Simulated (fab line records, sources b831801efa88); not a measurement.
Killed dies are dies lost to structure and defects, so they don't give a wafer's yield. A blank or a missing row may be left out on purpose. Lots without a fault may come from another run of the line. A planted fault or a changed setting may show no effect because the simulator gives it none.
One fault seen from 2 desks | flow sky130 | each desk has only its own numbers; what lay behind them comes last

THE TOOL OWNER'S DESK: pvd_sputter-04
The tool's own readings at SKY_METAL3_SPUTTER_01 (material TiN, target thk 20 nm, time 16.7 s): means of the sampled wafers that have a number, for each lot that ran on this tool. A lot is out of limits, marked OUT, if its mean lies more than 4 standard deviations from the usual mean; the brackets give that distance.
Columns: A = chamber_pressure_pa at SKY_METAL3_SPUTTER_01, usual 0.4000 Pa; B = throttle_valve_pct at SKY_METAL3_SPUTTER_01, usual 30.3 %
lot  | first seen here | A                | B
L649 | day 36 04:34    | 0.4011           | 29.5
L650 | day 37 12:34    | 0.3998           | 29.6
L651 | day 37 13:34    | 0.3998           | 29.5
L655 | day 38 03:10    | 0.4281 (+36) OUT | 29.0
L658 | day 39 08:15    | 0.4286 (+36) OUT | 29.2
L672 | day 44 07:10    | 0.3996           | 29.2
This desk's finding: out of limits on L655, L658; first on L655, day 38 03:10 (chamber_pressure_pa at SKY_METAL3_SPUTTER_01). In limits: L649, L650, L651, L672.

THE METROLOGY DESK
What the gauges read, lot by lot, whatever tool the lot ran on: means of the sampled wafers that have a number. A lot is out of limits, marked OUT, if its mean lies more than 4 standard deviations from the usual mean; the brackets give that distance.
Columns: A = VIA2_W_RS at SKY_VIA2_RS_MEAS_22, usual 0.255 ohm/sq
lot  | first seen here | A
L649 | day 36 04:04    | 0.256
L650 | day 37 12:05    | 0.258
L651 | day 37 13:04    | 0.257
L655 | day 38 02:42    | 0.254
L659 | day 39 03:59    | 0.256
L658 | day 39 07:43    | 0.253
L663 | day 40 13:16    | 0.256
L665 | day 41 06:13    | 0.254
L666 | day 41 07:57    | 0.252
L669 | day 42 15:16    | 0.254
L672 | day 44 06:40    | 0.258
L671 | day 44 07:01    | 0.253
This desk's finding: nothing out of limits on any of the 12 lots.

PUT TOGETHER
The tool owner's desk could have raised an alarm at day 38 03:10, on L655, L658.
The metrology desk saw nothing out of limits.
The metrology desk has L655, L658 on record, within its limits.
Of the lots named, all ran SKY_METAL3_SPUTTER_01 on pvd_sputter-04.

WHAT THE SIMULATOR HAD PUT IN
Process parameter drift: pvd_sputter-04, from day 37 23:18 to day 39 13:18, at SKY_METAL3_SPUTTER_01. Setting chamber_pressure_pa, moved by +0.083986, from 0.4. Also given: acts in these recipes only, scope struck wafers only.
Lots struck among those shown: L655, L658.
Hours from the fault's start to each desk's first reading out of limits: the tool owner's desk, 4.
